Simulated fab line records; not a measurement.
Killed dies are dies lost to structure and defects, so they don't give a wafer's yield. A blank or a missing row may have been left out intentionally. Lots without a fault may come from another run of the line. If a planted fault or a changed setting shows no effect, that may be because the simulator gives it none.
fab line records :: flow sky130 :: part 2 of 2: steps 26 to 34 of 34
record
  lots=5
  wafers=15
  last_day=50
route steps=708 shown CAPM@540 METAL3@555 VIA3@573
lots with no fault: from the same line, run without faults
start_h: the number of hours between the record's first day and the start of the first shown wafer of the lot :: wait_h: hours since the lot's step before :: " repeats the value in the row above :: L1.1+2: one row covering several wafers at once :: - either no value or no given start :: * or withheld: withheld :: < > ~ a bound
route shown NAME@n: names a module that has steps shown in the file, with the first one's number in the route :: usual: average and standard deviation across the fault-free wafers :: same: alike in all rows :: chamber/n: place in a boat :: sites: per-site readings :: _std_site: standard deviation across them :: _edge_site: outer sites' mean less inner sites' :: radius_mm: how far each site lies from the wafer's centre :: mask NAME#n: copy n :: behind: the most recent tool/chamber to have shaped the wafer :: hold: why the lot went on hold/how many hours it stayed there/how the hold came to an end :: device: transistor that didn't switch, given as n, p or np :: end of line: tests run on the same wafers once the route is complete :: step lacking rows: just its recipe :: killed: dies lost to structure and defects at the first sort, not the wafer's yield :: map: dies across one wafer; x = killed, . = not, _ = none there
set.NAME: the run value of the setting; set.NAME@STEP: its run value at that earlier step :: model.NAME: the simulator's own value behind a step, which no gauge read
lots at some steps of the route; a table a step, a row a wafer
services: a tool's chamber out of use, with start hour (start_h, from the record's first day; less than 0 if before it), hours out, and reason
## steps
# step SKY_METAL3_DESCUM_15
# recipe
  chemistry=O2
  source_power_w=150
  bias_power_w=0
  pressure_mtorr=10
  temp_c=40
  time_s=8
# usual
  drypump_motor_current_A=5.3/0.31
  oes_product_au=1.000/0.0069
lot.wafer: L080.1
tool: rie_metal-02
chamber: 0
start_h: 944.68
wait_h: 0.0
drypump_motor_current_A: 5.1
oes_product_au: 1.002
rf_hours_counter_h: 14

lot.wafer: L080.2
tool: rie_metal-02
chamber: 0
start_h: 944.68
wait_h: 0.0
drypump_motor_current_A: 5.1
oes_product_au: 1.006
rf_hours_counter_h: -

lot.wafer: L080.6
tool: rie_metal-02
chamber: 0
start_h: 944.68
wait_h: 0.0
drypump_motor_current_A: 5.1
oes_product_au: 0.999
rf_hours_counter_h: -

lot.wafer: L093.1
tool: rie_metal-04
chamber: 1
start_h: 1030.75
wait_h: 0.0
drypump_motor_current_A: 5.7
oes_product_au: 1.001
rf_hours_counter_h: 5

lot.wafer: L093.3
tool: rie_metal-04
chamber: 0
start_h: 1030.75
wait_h: 0.0
drypump_motor_current_A: 4.9
oes_product_au: 0.999
rf_hours_counter_h: -

lot.wafer: L093.6
tool: rie_metal-04
chamber: 0
start_h: 1030.75
wait_h: 0.0
drypump_motor_current_A: 4.9
oes_product_au: 0.998
rf_hours_counter_h: -

lot.wafer: L092.1
tool: rie_metal-02
chamber: 0
start_h: 1031.18
wait_h: 0.0
drypump_motor_current_A: 5.1
oes_product_au: 1.001
rf_hours_counter_h: 19

lot.wafer: L092.5
tool: rie_metal-02
chamber: 0
start_h: 1031.18
wait_h: 0.0
drypump_motor_current_A: 5.1
oes_product_au: 0.991
rf_hours_counter_h: -

lot.wafer: L092.6
tool: rie_metal-02
chamber: 1
start_h: 1031.18
wait_h: 0.0
drypump_motor_current_A: 5.4
oes_product_au: 1.007
rf_hours_counter_h: -

lot.wafer: L096.3
tool: rie_metal-02
chamber: 0
start_h: 1052.59
wait_h: 0.0
drypump_motor_current_A: 5.1
oes_product_au: 0.998
rf_hours_counter_h: -

lot.wafer: L096.5
tool: rie_metal-02
chamber: 0
start_h: 1052.59
wait_h: 0.0
drypump_motor_current_A: 5.1
oes_product_au: 0.995
rf_hours_counter_h: -

lot.wafer: L096.6
tool: rie_metal-02
chamber: 1
start_h: 1052.59
wait_h: 0.0
drypump_motor_current_A: 5.4
oes_product_au: 1.010
rf_hours_counter_h: -

lot.wafer: L097.1
tool: rie_metal-02
chamber: 1
start_h: 1056.55
wait_h: 0.0
drypump_motor_current_A: 5.4
oes_product_au: 1.000
rf_hours_counter_h: 6

lot.wafer: L097.2
tool: rie_metal-02
chamber: 0
start_h: 1056.55
wait_h: 0.0
drypump_motor_current_A: 5.1
oes_product_au: 0.986
rf_hours_counter_h: 20

lot.wafer: L097.6
tool: rie_metal-02
chamber: 0
start_h: 1056.55
wait_h: 0.0
drypump_motor_current_A: 5.1
oes_product_au: 0.996
rf_hours_counter_h: -
# step SKY_METAL3_ETCH_16
# recipe
  chemistry=N2/H2
  target=BARC
  ion_energy_ev=200
  bias_w=100
  pressure_mtorr=30
  n2_flow_sccm=100
  h2_flow_sccm=200
  icp_w=500
  stop_on=SiO2
  time_s=88.2
  target_depth_a=600
# usual
  drypump_motor_current_A=5.3/0.32
  oes_product_au=0.626/0.0043
  throttle_valve_pct=13.206/0.0096
lot.wafer: L080.1
tool: rie_metal-02
chamber: 0
start_h: 944.74
wait_h: 0.1
drypump_motor_current_A: 5.1
oes_product_au: 0.632
rf_hours_counter_h: 14
throttle_valve_pct: 13.206

lot.wafer: L080.2
tool: rie_metal-02
chamber: 0
start_h: 944.74
wait_h: 0.1
drypump_motor_current_A: 5.1
oes_product_au: 0.621
rf_hours_counter_h: -
throttle_valve_pct: 13.201

lot.wafer: L080.6
tool: rie_metal-02
chamber: 0
start_h: 944.74
wait_h: 0.1
drypump_motor_current_A: 5.1
oes_product_au: 0.631
rf_hours_counter_h: -
throttle_valve_pct: 13.194

lot.wafer: L093.1
tool: rie_metal-04
chamber: 1
start_h: 1030.80
wait_h: 0.0
drypump_motor_current_A: 5.7
oes_product_au: 0.627
rf_hours_counter_h: 5
throttle_valve_pct: 13.209

lot.wafer: L093.3
tool: rie_metal-04
chamber: 0
start_h: 1030.80
wait_h: 0.0
drypump_motor_current_A: 4.9
oes_product_au: 0.623
rf_hours_counter_h: -
throttle_valve_pct: 13.194

lot.wafer: L093.6
tool: rie_metal-04
chamber: 0
start_h: 1030.80
wait_h: 0.0
drypump_motor_current_A: 4.9
oes_product_au: 0.624
rf_hours_counter_h: -
throttle_valve_pct: 13.210

lot.wafer: L092.1
tool: rie_metal-02
chamber: 0
start_h: 1031.21
wait_h: 0.0
drypump_motor_current_A: 5.1
oes_product_au: 0.632
rf_hours_counter_h: 19
throttle_valve_pct: 13.201

lot.wafer: L092.5
tool: rie_metal-02
chamber: 0
start_h: 1031.21
wait_h: 0.0
drypump_motor_current_A: 5.1
oes_product_au: 0.635
rf_hours_counter_h: -
throttle_valve_pct: 13.204

lot.wafer: L092.6
tool: rie_metal-02
chamber: 1
start_h: 1031.21
wait_h: 0.0
drypump_motor_current_A: 5.5
oes_product_au: 0.626
rf_hours_counter_h: -
throttle_valve_pct: 13.211

lot.wafer: L096.3
tool: rie_metal-02
chamber: 0
start_h: 1052.64
wait_h: 0.0
drypump_motor_current_A: 5.1
oes_product_au: 0.631
rf_hours_counter_h: -
throttle_valve_pct: 13.211

lot.wafer: L096.5
tool: rie_metal-02
chamber: 0
start_h: 1052.64
wait_h: 0.0
drypump_motor_current_A: 5.1
oes_product_au: 0.624
rf_hours_counter_h: -
throttle_valve_pct: 13.212

lot.wafer: L096.6
tool: rie_metal-02
chamber: 1
start_h: 1052.64
wait_h: 0.0
drypump_motor_current_A: 5.5
oes_product_au: 0.625
rf_hours_counter_h: -
throttle_valve_pct: 13.213

lot.wafer: L097.1
tool: rie_metal-02
chamber: 1
start_h: 1056.59
wait_h: 0.0
drypump_motor_current_A: 5.4
oes_product_au: 0.629
rf_hours_counter_h: 6
throttle_valve_pct: 13.205

lot.wafer: L097.2
tool: rie_metal-02
chamber: 0
start_h: 1056.59
wait_h: 0.0
drypump_motor_current_A: 5.1
oes_product_au: 0.623
rf_hours_counter_h: 20
throttle_valve_pct: 13.206

lot.wafer: L097.6
tool: rie_metal-02
chamber: 0
start_h: 1056.59
wait_h: 0.0
drypump_motor_current_A: 5.1
oes_product_au: 0.627
rf_hours_counter_h: -
throttle_valve_pct: 13.215
# step SKY_METAL3_ETCH_17
# recipe
  target=SiO2
  stop_on=TiN
  chemistry=C4F8/O2/Ar
  source_w=1500
  bias_w=1200
  pressure_mtorr=40
  c4f8_flow_sccm=withheld
  O2_flow_sccm=6
  Ar_flow_sccm=300
  time_s=3.9
  target_depth_a=150
# usual
  oes_product_au=0.755/0.0087
lot.wafer: L080.1
tool: rie_diel-02
chamber: 1
start_h: 944.94
wait_h: 0.2
oes_product_au: 0.740

lot.wafer: L080.2
tool: rie_diel-02
chamber: 2
start_h: 944.94
wait_h: 0.2
oes_product_au: 0.749

lot.wafer: L080.6
tool: rie_diel-02
chamber: 3
start_h: 944.94
wait_h: 0.2
oes_product_au: 0.750

lot.wafer: L093.1
tool: rie_diel-02
chamber: 1
start_h: 1030.93
wait_h: 0.1
oes_product_au: 0.752

lot.wafer: L093.3
tool: rie_diel-02
chamber: 2
start_h: 1030.93
wait_h: 0.1
oes_product_au: 0.748

lot.wafer: L093.6
tool: rie_diel-02
chamber: 3
start_h: 1030.93
wait_h: 0.1
oes_product_au: 0.760

lot.wafer: L092.1
tool: rie_diel-03
chamber: 0
start_h: 1031.31
wait_h: 0.1
oes_product_au: 0.749

lot.wafer: L092.5
tool: rie_diel-03
chamber: 3
start_h: 1031.31
wait_h: 0.1
oes_product_au: 0.755

lot.wafer: L092.6
tool: rie_diel-03
chamber: 2
start_h: 1031.31
wait_h: 0.1
oes_product_au: 0.747

lot.wafer: L096.3
tool: rie_diel-03
chamber: 1
start_h: 1052.71
wait_h: 0.0
oes_product_au: 0.763

lot.wafer: L096.5
tool: rie_diel-03
chamber: 2
start_h: 1052.71
wait_h: 0.0
oes_product_au: 0.751

lot.wafer: L096.6
tool: rie_diel-03
chamber: 1
start_h: 1052.71
wait_h: 0.0
oes_product_au: 0.760

lot.wafer: L097.1
tool: rie_diel-01
chamber: 2
start_h: 1056.68
wait_h: 0.1
oes_product_au: 0.758

lot.wafer: L097.2
tool: rie_diel-01
chamber: 0
start_h: 1056.68
wait_h: 0.1
oes_product_au: 0.758

lot.wafer: L097.6
tool: rie_diel-01
chamber: 3
start_h: 1056.68
wait_h: 0.1
oes_product_au: 0.761
# step SKY_METAL3_METAL_ETCH_18
# recipe
  target_depth_a=8450
  stop_on=SiO2
  over_etch_frac=0.3
  time_s=183.1
  chemistry=Cl2/BCl3
  resist_sidewall_deg=88
  pressure_mtorr=10
  icp_w=900
  bias_w=48.5
  Cl2_flow_sccm=60
  bcl3_flow_sccm=30
# usual
  bcl3_flow_sccm=30.00/0.079
  drypump_motor_current_A=5.4/0.36
  oes_product_au=0.866/0.0063
  throttle_valve_pct=22.264/0.0091
# same
  over_etch_frac=0.3
lot.wafer: L080.1
tool: rie_metal-01
chamber: 1
start_h: 944.96
wait_h: 0.0
bcl3_flow_sccm: 29.88
drypump_motor_current_A: 5.3
oes_product_au: 0.861
rf_hours_counter_h: 12
throttle_valve_pct: 22.262

lot.wafer: L080.2
tool: rie_metal-01
chamber: 0
start_h: 944.96
wait_h: 0.0
bcl3_flow_sccm: 30.02
drypump_motor_current_A: 5.8
oes_product_au: 0.861
rf_hours_counter_h: 16
throttle_valve_pct: 22.273

lot.wafer: L080.6
tool: rie_metal-01
chamber: 0
start_h: 944.96
wait_h: 0.0
bcl3_flow_sccm: 29.93
drypump_motor_current_A: 5.8
oes_product_au: 0.856
rf_hours_counter_h: -
throttle_valve_pct: 22.270

lot.wafer: L093.1
tool: rie_metal-01
chamber: 0
start_h: 1030.95
wait_h: 0.0
bcl3_flow_sccm: 30.05
drypump_motor_current_A: 5.8
oes_product_au: 0.861
rf_hours_counter_h: 1
throttle_valve_pct: 22.263

lot.wafer: L093.3
tool: rie_metal-01
chamber: 0
start_h: 1030.95
wait_h: 0.0
bcl3_flow_sccm: 30.11
drypump_motor_current_A: 5.8
oes_product_au: 0.857
rf_hours_counter_h: -
throttle_valve_pct: 22.273

lot.wafer: L093.6
tool: rie_metal-01
chamber: 0
start_h: 1030.95
wait_h: 0.0
bcl3_flow_sccm: 30.12
drypump_motor_current_A: 5.8
oes_product_au: 0.859
rf_hours_counter_h: -
throttle_valve_pct: 22.273

lot.wafer: L092.1
tool: rie_metal-04
chamber: 1
start_h: 1031.33
wait_h: 0.0
bcl3_flow_sccm: 30.08
drypump_motor_current_A: 5.7
oes_product_au: 0.862
rf_hours_counter_h: 5
throttle_valve_pct: 22.257

lot.wafer: L092.5
tool: rie_metal-04
chamber: 0
start_h: 1031.33
wait_h: 0.0
bcl3_flow_sccm: 29.97
drypump_motor_current_A: 4.9
oes_product_au: 0.869
rf_hours_counter_h: -
throttle_valve_pct: 22.266

lot.wafer: L092.6
tool: rie_metal-04
chamber: 1
start_h: 1031.33
wait_h: 0.0
bcl3_flow_sccm: 30.04
drypump_motor_current_A: 5.7
oes_product_au: 0.876
rf_hours_counter_h: -
throttle_valve_pct: 22.270

lot.wafer: L096.3
tool: rie_metal-04
chamber: 1
start_h: 1052.79
wait_h: 0.1
bcl3_flow_sccm: 29.82
drypump_motor_current_A: 5.7
oes_product_au: 0.863
rf_hours_counter_h: -
throttle_valve_pct: 22.249

lot.wafer: L096.5
tool: rie_metal-04
chamber: 0
start_h: 1052.79
wait_h: 0.1
bcl3_flow_sccm: 30.16
drypump_motor_current_A: 4.8
oes_product_au: 0.865
rf_hours_counter_h: -
throttle_valve_pct: 22.251

lot.wafer: L096.6
tool: rie_metal-04
chamber: 1
start_h: 1052.79
wait_h: 0.1
bcl3_flow_sccm: 30.02
drypump_motor_current_A: 5.7
oes_product_au: 0.865
rf_hours_counter_h: -
throttle_valve_pct: 22.270

lot.wafer: L097.1
tool: rie_metal-04
chamber: 0
start_h: 1056.70
wait_h: 0.0
bcl3_flow_sccm: 30.04
drypump_motor_current_A: 4.8
oes_product_au: 0.866
rf_hours_counter_h: 9
throttle_valve_pct: 22.262

lot.wafer: L097.2
tool: rie_metal-04
chamber: 1
start_h: 1056.70
wait_h: 0.0
bcl3_flow_sccm: 30.23
drypump_motor_current_A: 5.7
oes_product_au: 0.863
rf_hours_counter_h: 7
throttle_valve_pct: 22.281

lot.wafer: L097.6
tool: rie_metal-04
chamber: 0
start_h: 1056.70
wait_h: 0.0
bcl3_flow_sccm: 29.88
drypump_motor_current_A: 4.9
oes_product_au: 0.883
rf_hours_counter_h: -
throttle_valve_pct: 22.268
# step SKY_METAL3_STRIP_19
# recipe
  chemistry=O2/N2
  power_w=1400
  pressure_mtorr=1500
  platen_temp_c=withheld
  o2_flow_sccm=3000
  n2_flow_sccm=300
  overash_fraction=0.5
# usual
  drypump_motor_current_A=6.0/0.39
  oes_product_au=0.505/0.0054
  strip_time_to_endpoint_s=6.59/0.061
lot.wafer: L080.1
tool: plasma_asher-03
chamber: 0
start_h: 945.14
wait_h: 0.1
drypump_motor_current_A: 6.5
oes_product_au: 0.514
rf_hours_counter_h: 108
strip_time_to_endpoint_s: 6.67

lot.wafer: L080.2
tool: plasma_asher-03
chamber: 1
start_h: 945.14
wait_h: 0.1
drypump_motor_current_A: 6.1
oes_product_au: 0.505
rf_hours_counter_h: 108
strip_time_to_endpoint_s: 6.62

lot.wafer: L080.6
tool: plasma_asher-03
chamber: 0
start_h: 945.14
wait_h: 0.1
drypump_motor_current_A: 6.5
oes_product_au: 0.492
rf_hours_counter_h: -
strip_time_to_endpoint_s: 6.52

lot.wafer: L093.1
tool: plasma_asher-04
chamber: 1
start_h: 1031.30
wait_h: 0.3
drypump_motor_current_A: 6.3
oes_product_au: 0.503
rf_hours_counter_h: 60
strip_time_to_endpoint_s: 6.49

lot.wafer: L093.3
tool: plasma_asher-04
chamber: 1
start_h: 1031.30
wait_h: 0.3
drypump_motor_current_A: 6.3
oes_product_au: 0.499
rf_hours_counter_h: -
strip_time_to_endpoint_s: 6.49

lot.wafer: L093.6
tool: plasma_asher-04
chamber: 0
start_h: 1031.30
wait_h: 0.3
drypump_motor_current_A: 5.9
oes_product_au: 0.500
rf_hours_counter_h: -
strip_time_to_endpoint_s: 6.51

lot.wafer: L092.1
tool: plasma_asher-01
chamber: 1
start_h: 1031.56
wait_h: 0.2
drypump_motor_current_A: 6.1
oes_product_au: 0.507
rf_hours_counter_h: 29
strip_time_to_endpoint_s: 6.60

lot.wafer: L092.5
tool: plasma_asher-01
chamber: 1
start_h: 1031.56
wait_h: 0.2
drypump_motor_current_A: 6.1
oes_product_au: 0.507
rf_hours_counter_h: -
strip_time_to_endpoint_s: 6.63

lot.wafer: L092.6
tool: plasma_asher-01
chamber: 0
start_h: 1031.56
wait_h: 0.2
drypump_motor_current_A: 5.1
oes_product_au: 0.507
rf_hours_counter_h: -
strip_time_to_endpoint_s: 6.65

lot.wafer: L096.3
tool: plasma_asher-03
chamber: 0
start_h: 1052.94
wait_h: 0.1
drypump_motor_current_A: 6.5
oes_product_au: 0.505
rf_hours_counter_h: -
strip_time_to_endpoint_s: 6.65

lot.wafer: L096.5
tool: plasma_asher-03
chamber: 1
start_h: 1052.94
wait_h: 0.1
drypump_motor_current_A: 6.1
oes_product_au: 0.502
rf_hours_counter_h: -
strip_time_to_endpoint_s: 6.66

lot.wafer: L096.6
tool: plasma_asher-03
chamber: 0
start_h: 1052.94
wait_h: 0.1
drypump_motor_current_A: 6.5
oes_product_au: 0.515
rf_hours_counter_h: -
strip_time_to_endpoint_s: 6.62

lot.wafer: L097.1
tool: plasma_asher-01
chamber: 1
start_h: 1056.88
wait_h: 0.1
drypump_motor_current_A: 6.1
oes_product_au: 0.511
rf_hours_counter_h: 31
strip_time_to_endpoint_s: 6.59

lot.wafer: L097.2
tool: plasma_asher-01
chamber: 0
start_h: 1056.88
wait_h: 0.1
drypump_motor_current_A: 5.1
oes_product_au: 0.508
rf_hours_counter_h: 31
strip_time_to_endpoint_s: 6.66

lot.wafer: L097.6
tool: plasma_asher-01
chamber: 0
start_h: 1056.88
wait_h: 0.1
drypump_motor_current_A: 5.1
oes_product_au: 0.511
rf_hours_counter_h: -
strip_time_to_endpoint_s: 6.62
# step SKY_METAL3_STRIP_20
# recipe
  chemistry=post_etch_residue_remover
  time_s=1200
  temp_c=72.5
lot.wafer: L080.1+2+6
tool: wet_bench-03
chamber: 1
start_h: 945.24
wait_h: 0.1

lot.wafer: L093.1+3+6
tool: wet_bench-03
chamber: 2
start_h: 1031.40
wait_h: 0.1

lot.wafer: L092.1+5+6
tool: wet_bench-01
chamber: 0
start_h: 1031.66
wait_h: 0.1

lot.wafer: L096.3+5+6
tool: wet_bench-01
chamber: 3
start_h: 1053.01
wait_h: 0.0

lot.wafer: L097.1+2+6
tool: wet_bench-01
chamber: 2
start_h: 1056.98
wait_h: 0.1
# step SKY_METAL3_CLEAN_21
# recipe
  chemistry=IPA
  time_s=180
  temp_c=25
lot.wafer: L080.1+2+6
tool: wet_bench-01
chamber: 1
start_h: 945.58
wait_h: 0.0

lot.wafer: L093.1+3+6
tool: wet_bench-04
chamber: 0
start_h: 1031.74
wait_h: 0.0

lot.wafer: L092.1+5+6
tool: wet_bench-03
chamber: 1
start_h: 1032.01
wait_h: 0.0

lot.wafer: L096.3+5+6
tool: wet_bench-03
chamber: 2
start_h: 1053.40
wait_h: 0.0

lot.wafer: L097.1+2+6
tool: wet_bench-04
chamber: 1
start_h: 1057.32
wait_h: 0.0
# step SKY_METAL3_CLEAN_22
# recipe
  chemistry=O3/DIW
  dry=n2_spin
lot.wafer: L080.1+2+6
tool: wet_bench-03
chamber: 2
start_h: 945.64
wait_h: 0.0

lot.wafer: L093.1+3+6
tool: wet_bench-03
chamber: 0
start_h: 1031.81
wait_h: 0.0

lot.wafer: L092.1+5+6
tool: wet_bench-01
chamber: 1
start_h: 1032.06
wait_h: 0.0

lot.wafer: L096.3+5+6
tool: wet_bench-04
chamber: 1
start_h: 1053.54
wait_h: 0.1

lot.wafer: L097.1+2+6
tool: wet_bench-03
chamber: 3
start_h: 1057.38
wait_h: 0.0
# step SKY_VIA3_HDPCVD_00
# recipe
  material=SiO2
  target_thk_nm=1635
  sigma_open_frac=0.3
  time_s=272.5
  temp_c=400
  sih4_flow_sccm=60
  pressure_mtorr=6
lot.wafer: L080.1+2+6
tool: hdpcvd-01
chamber: 1,2,0
start_h: 945.73
wait_h: 0.0

lot.wafer: L093.1+3+6
tool: hdpcvd-02
chamber: 1,2,2
start_h: 1031.90
wait_h: 0.0

lot.wafer: L092.1+5+6
tool: hdpcvd-01
chamber: 1,1,0
start_h: 1032.16
wait_h: 0.0

lot.wafer: L096.3+5+6
tool: hdpcvd-02
chamber: 2,0,2
start_h: 1053.64
wait_h: 0.0

lot.wafer: L097.1+2+6
tool: hdpcvd-02
chamber: 2,1,2
start_h: 1057.48
wait_h: 0.0
## services
tool: rie_metal-04
chamber: 1
start_h: 884.37
hours: 10.0
kind: repair

tool: rie_diel-02
chamber: -
start_h: 887.63
hours: 0.6
kind: repair

tool: krf_scanner-01
chamber: -
start_h: 894.12
hours: 0.8
kind: pm

tool: rie_diel-03
chamber: 3
start_h: 897.10
hours: 15.2
kind: repair

tool: wet_bench-02
chamber: -
start_h: 902.23
hours: 1.9
kind: pm

tool: rie_diel-02
chamber: 0
start_h: 918.96
hours: 4.1
kind: repair

tool: iline_stepper-01
chamber: -
start_h: 919.19
hours: 1.7
kind: pm

tool: rie_diel-02
chamber: 3
start_h: 919.94
hours: 6.9
kind: repair

tool: krf_scanner-01
chamber: -
start_h: 938.05
hours: 1.7
kind: repair

tool: krf_scanner-01
chamber: -
start_h: 942.53
hours: 0.2
kind: repair

tool: rie_diel-02
chamber: 2
start_h: 946.60
hours: 6.6
kind: repair

tool: hdpcvd-01
chamber: -
start_h: 950.25
hours: 15.0
kind: pm

tool: iline_stepper-01
chamber: -
start_h: 956.21
hours: 2.1
kind: repair

tool: rie_diel-02
chamber: 0
start_h: 958.09
hours: 14.7
kind: repair

tool: hdpcvd-01
chamber: 2
start_h: 958.60
hours: 2.0
kind: repair

tool: hdpcvd-02
chamber: -
start_h: 965.25
hours: 14.6
kind: pm

tool: plasma_asher-04
chamber: -
start_h: 972.28
hours: 5.6
kind: repair

tool: wet_bench-03
chamber: -
start_h: 981.58
hours: 0.5
kind: repair

tool: rie_diel-03
chamber: 2
start_h: 983.95
hours: 9.4
kind: repair

tool: iline_stepper-02
chamber: -
start_h: 1026.66
hours: 1.7
kind: pm

tool: krf_scanner-01
chamber: -
start_h: 1036.71
hours: 4.0
kind: pm

tool: krf_scanner-01
chamber: -
start_h: 1045.79
hours: 0.2
kind: repair

tool: krf_scanner-01
chamber: -
start_h: 1048.37
hours: 1.0
kind: pm

tool: krf_scanner-01
chamber: -
start_h: 1049.37
hours: 1.3
kind: pm
